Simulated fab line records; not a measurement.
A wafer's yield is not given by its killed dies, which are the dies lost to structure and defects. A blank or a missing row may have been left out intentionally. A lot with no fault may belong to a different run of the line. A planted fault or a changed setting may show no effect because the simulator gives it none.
One fault seen from 2 desks :: flow sky130 :: each desk has only its own numbers; what lay behind them comes last

## TOOL OWNER'S DESK, pvdSputter-02
The tool's own readings at SKY_METAL2_SPUTTER_02 (material AlCu, target thk 250 nm, time 13.3 s): means of the sampled wafers that have a number, for each lot that ran on this tool. Any lot whose mean is over 4 standard deviations away from the usual mean is out of limits and marked OUT; that distance is given in the brackets.
Columns: A = chamberPressurePa at SKY_METAL2_SPUTTER_02, usual 0.4000 Pa; B = throttleValvePct at SKY_METAL2_SPUTTER_02, usual 30.5 %
lot: L759
first seen here: day 34 09:29
A: 0.4003
B: 30.1

lot: L764
first seen here: day 35 21:07
A: 0.4003
B: 30.7

lot: L768
first seen here: day 37 01:27
A: 0.3986
B: 30.3

lot: L770
first seen here: day 38 00:41
A: 0.4003
B: 30.5

lot: L780
first seen here: day 40 15:07
A: 0.3251 (-97) OUT
B: 34.3 (+4.4) OUT

lot: L782
first seen here: day 40 22:50
A: 0.3243 (-98) OUT
B: 33.7
Finding of this desk: L780, L782 out of limits; the first was L780 at day 40 15:07, on chamberPressurePa at SKY_METAL2_SPUTTER_02. L759, L764, L768, L770 stayed within limits.

## AT THE METROLOGY DESK
What the gauges read for every lot (on any tool): the sampled wafers with a number, averaged. Any lot whose mean is over 4 standard deviations away from the usual mean is out of limits and marked OUT; that distance is given in the brackets.
Columns: A = POLY_CUT_OVL at SKY_POLY_CUT_OVL_MEAS_09, usual 1 nm; B = RES_XHIGH_TW at SKY_RES_XHIGH_TW_MEAS_09, usual 1621; C = CONTACT_W_RS at SKY_CONTACT_RS_MEAS_25, usual 0.338 ohm/sq; D = METAL2_ALCU_RS at SKY_METAL2_RS_MEAS_05, usual 0.1271 ohm/sq; E = METAL2_ALCU_THK at SKY_METAL2_THK_MEAS_06, usual 251 nm
lot: L759
first seen here: day 24 12:32
A: -5
B: 1614
C: 0.340
D: 0.1263
E: 252

lot: L760
first seen here: day 24 21:24
A: 4
B: 1618
C: 0.338
D: 0.1304
E: 247

lot: L761
first seen here: day 25 02:29
A: 3
B: 1639
C: 0.337
D: 0.1276
E: 252

lot: L764
first seen here: day 26 04:35
A: -1
B: 1616
C: 0.338
D: 0.1267
E: 249

lot: L765
first seen here: day 26 10:25
A: 6
B: 1608
C: 0.339
D: 0.1293
E: 247

lot: L766
first seen here: day 26 19:42
A: 2
B: 1609
C: 0.340
D: 0.1281
E: 249

lot: L768
first seen here: day 27 14:35
A: 4
B: 1613
C: 0.335
D: 0.1264
E: 253

lot: L769
first seen here: day 27 21:20
A: 3
B: 1615
C: 0.339
D: 0.1287
E: 247

lot: L770
first seen here: day 28 14:18
A: -7
B: 1611
C: 0.340
D: 0.1279
E: 250

lot: L780
first seen here: day 31 13:36
A: 3
B: 1614
C: 0.349
D: 0.1200 (-5.1) OUT
E: 263 (+4.1) OUT

lot: L782
first seen here: day 31 20:47
A: -7
B: 1642
C: 0.342
D: 0.1209 (-4.5) OUT
E: 261
This desk's result: L780, L782 out of limits, first on L780 (METAL2_ALCU_RS at SKY_METAL2_RS_MEAS_05), day 40 15:14. L759, L760, L761, L764, L765, L766, L768, L769, L770 stayed within limits.

## ALL TOGETHER
On L780, L782, at day 40 15:07, an alarm was possible from the tool owner's desk.
An alarm was possible from the metrology desk at day 40 15:14, on L780, L782.
All the named lots went through SKY_METAL2_SPUTTER_02 on pvdSputter-02.

## WHAT WAS PUT IN BY THE SIMULATOR
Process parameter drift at SKY_METAL2_SPUTTER_02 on pvdSputter-02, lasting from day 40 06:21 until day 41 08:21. Setting chamberPressurePa shifted by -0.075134 from 0.4. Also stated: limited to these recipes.
Lots struck among those shown: L780, L782.
Hours from the fault's start to each desk's first reading out of limits: the tool owner's desk, 9; the metrology desk, 9.
